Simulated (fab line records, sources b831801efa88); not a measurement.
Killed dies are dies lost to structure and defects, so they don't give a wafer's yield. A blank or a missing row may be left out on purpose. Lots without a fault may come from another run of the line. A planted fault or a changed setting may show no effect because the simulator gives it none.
Tool commonality check | flow gf180mcu | 11 lots, 35 wafers sampled

WHY IT WAS OPENED
At GF_V5_RS_MEAS_24 the reading V5_W_RS is flagged on 2 of 11 lots. Wafers without a fault read 0.327 ohm/sq, standard deviation 0.0062.
Rule: a lot is flagged when every wafer of it that has a number lies more than 4 standard deviations from that mean, or none has a number. The other lots count as sound.

lot  | measured     | on            | V5_W_RS (ohm/sq), wafer by wafer | flag
L697 | day 28 00:12 | film_metro-01 | 0.329 0.327 0.327                |
L698 | day 28 09:44 | film_metro-03 | 0.327 0.330 0.329                |
L699 | day 28 19:43 | film_metro-03 | 0.315 0.331 0.320                |
L700 | day 29 03:04 | film_metro-02 | 0.333 0.328 0.329                |
L702 | day 29 16:22 | film_metro-01 | 0.324 0.323 0.323                |
L703 | day 30 02:20 | film_metro-02 | 0.317 0.315 0.328                |
L704 | day 30 08:05 | film_metro-01 | 0.326 0.331 0.331                |
L706 | day 30 18:28 | film_metro-01 | 0.240 0.240 0.240 0.240          | FLAGGED
L708 | day 31 12:20 | film_metro-01 | 0.237 0.239 0.237 0.238          | FLAGGED
L715 | day 33 08:13 | film_metro-03 | 0.332 0.319 0.335                |
L717 | day 33 15:23 | film_metro-01 | 0.327 0.323 0.328                |
The numbers of the flagged lots are 0.239 ohm/sq on average: -0.088 ohm/sq against the usual, or -14 standard deviations.

WHICH TOOL RAN EACH LOT
The record holds 3 process steps before the reading, out of a route of 602 steps. In each cell: the tool, then ch and the chambers that the sampled wafers went through, then the start.
lot  | flag    | GF_MIM_SPUTTER_08            | GF_V5_STRIP_18                       | GF_V5_CVD_23
L697 |         | pvd_sputter-03, day 25 07:53 | plasma_asher-01 ch 0,1, day 27 23:25 | cvd_w-02 ch 0,1, day 28 00:05
L698 |         | pvd_sputter-01, day 25 17:39 | plasma_asher-03 ch 0,1, day 28 08:58 | cvd_w-02 ch 0,1, day 28 09:37
L699 |         | pvd_sputter-01, day 26 05:02 | plasma_asher-01 ch 1, day 28 18:58   | cvd_w-01 ch 0,1, day 28 19:36
L700 |         | pvd_sputter-03, day 26 13:10 | plasma_asher-03 ch 0,1, day 29 02:19 | cvd_w-02 ch 0,1, day 29 02:58
L702 |         | pvd_sputter-01, day 27 03:50 | plasma_asher-03 ch 0,1, day 29 15:35 | cvd_w-02 ch 0,1, day 29 16:16
L703 |         | pvd_sputter-03, day 27 14:05 | plasma_asher-04 ch 0,1, day 30 01:33 | cvd_w-01 ch 0,1, day 30 02:13
L704 |         | pvd_sputter-03, day 27 20:56 | plasma_asher-01 ch 0,1, day 30 07:19 | cvd_w-02 ch 0,1, day 30 07:57
L706 | FLAGGED | pvd_sputter-03, day 28 07:22 | plasma_asher-01 ch 1, day 30 17:40   | cvd_w-02 ch 1, day 30 18:20
L708 | FLAGGED | pvd_sputter-03, day 29 02:29 | plasma_asher-01 ch 0,1, day 31 11:34 | cvd_w-02 ch 0,1, day 31 12:12
L715 |         | pvd_sputter-01, day 31 03:11 | plasma_asher-04 ch 0,1, day 33 07:27 | cvd_w-01 ch 0,1, day 33 08:05
L717 |         | pvd_sputter-02, day 31 12:08 | plasma_asher-03 ch 0,1, day 33 14:37 | cvd_w-02 ch 0,1, day 33 15:15
What these steps do:
- GF_MIM_SPUTTER_08: material AlCu, target thk 200 nm, time 10.6 s.
- GF_V5_STRIP_18: strips in O2/N2.
- GF_V5_CVD_23: deposits W, target thk 350 nm, time 104.9 s.
- GF_V5_RS_MEAS_24: measures by four-point-probe.

FLAGGED OVER TOTAL, TOOL BY TOOL (the gauges that took the reading come last)
step              | tool            | lots run | flagged | share of the flagged lots | sound lots run after its first flagged lot
GF_MIM_SPUTTER_08 | pvd_sputter-01  | 4        | 0       | none                      | -
GF_MIM_SPUTTER_08 | pvd_sputter-02  | 1        | 0       | none                      | -
GF_MIM_SPUTTER_08 | pvd_sputter-03  | 6        | 2       | all                       | 0
GF_V5_STRIP_18    | plasma_asher-01 | 5        | 2       | all                       | 0
GF_V5_STRIP_18    | plasma_asher-03 | 4        | 0       | none                      | -
GF_V5_STRIP_18    | plasma_asher-04 | 2        | 0       | none                      | -
GF_V5_CVD_23      | cvd_w-01        | 3        | 0       | none                      | -
GF_V5_CVD_23      | cvd_w-02        | 8        | 2       | all                       | 1 (L717)
GF_V5_RS_MEAS_24  | film_metro-01   | 6        | 2       | all                       | 1 (L717)
GF_V5_RS_MEAS_24  | film_metro-02   | 2        | 0       | none                      | -
GF_V5_RS_MEAS_24  | film_metro-03   | 3        | 0       | none                      | -

WHAT THE TABLE ALLOWS
4 rows of the table ran every flagged lot: pvd_sputter-03 at GF_MIM_SPUTTER_08, plasma_asher-01 at GF_V5_STRIP_18, cvd_w-02 at GF_V5_CVD_23, film_metro-01 at GF_V5_RS_MEAS_24.
- pvd_sputter-03 at GF_MIM_SPUTTER_08: 2 of its 6 lots flagged. Its last sound lot is L704 (day 27 20:56), its first flagged lot L706 (day 28 07:22): a fault that began between those two fits.
- plasma_asher-01 at GF_V5_STRIP_18: 2 of its 5 lots flagged. Its last sound lot is L704 (day 30 07:19), its first flagged lot L706 (day 30 17:40): a fault that began between those two fits.
- cvd_w-02 at GF_V5_CVD_23: 2 of its 8 lots flagged. Sound lots ran on it after the first flagged one (L717), which a lasting fault on the whole tool wouldn't allow.
- film_metro-01 at GF_V5_RS_MEAS_24: 2 of its 6 lots flagged. Sound lots ran on it after the first flagged one (L717), which a lasting fault on the whole tool wouldn't allow.
Counting lots can't tell these 2 tools apart, because each fits a fault that began at some hour. More lots, or a look at what each step does to the wafer, might.

WHAT THE SIMULATOR HAD PUT IN
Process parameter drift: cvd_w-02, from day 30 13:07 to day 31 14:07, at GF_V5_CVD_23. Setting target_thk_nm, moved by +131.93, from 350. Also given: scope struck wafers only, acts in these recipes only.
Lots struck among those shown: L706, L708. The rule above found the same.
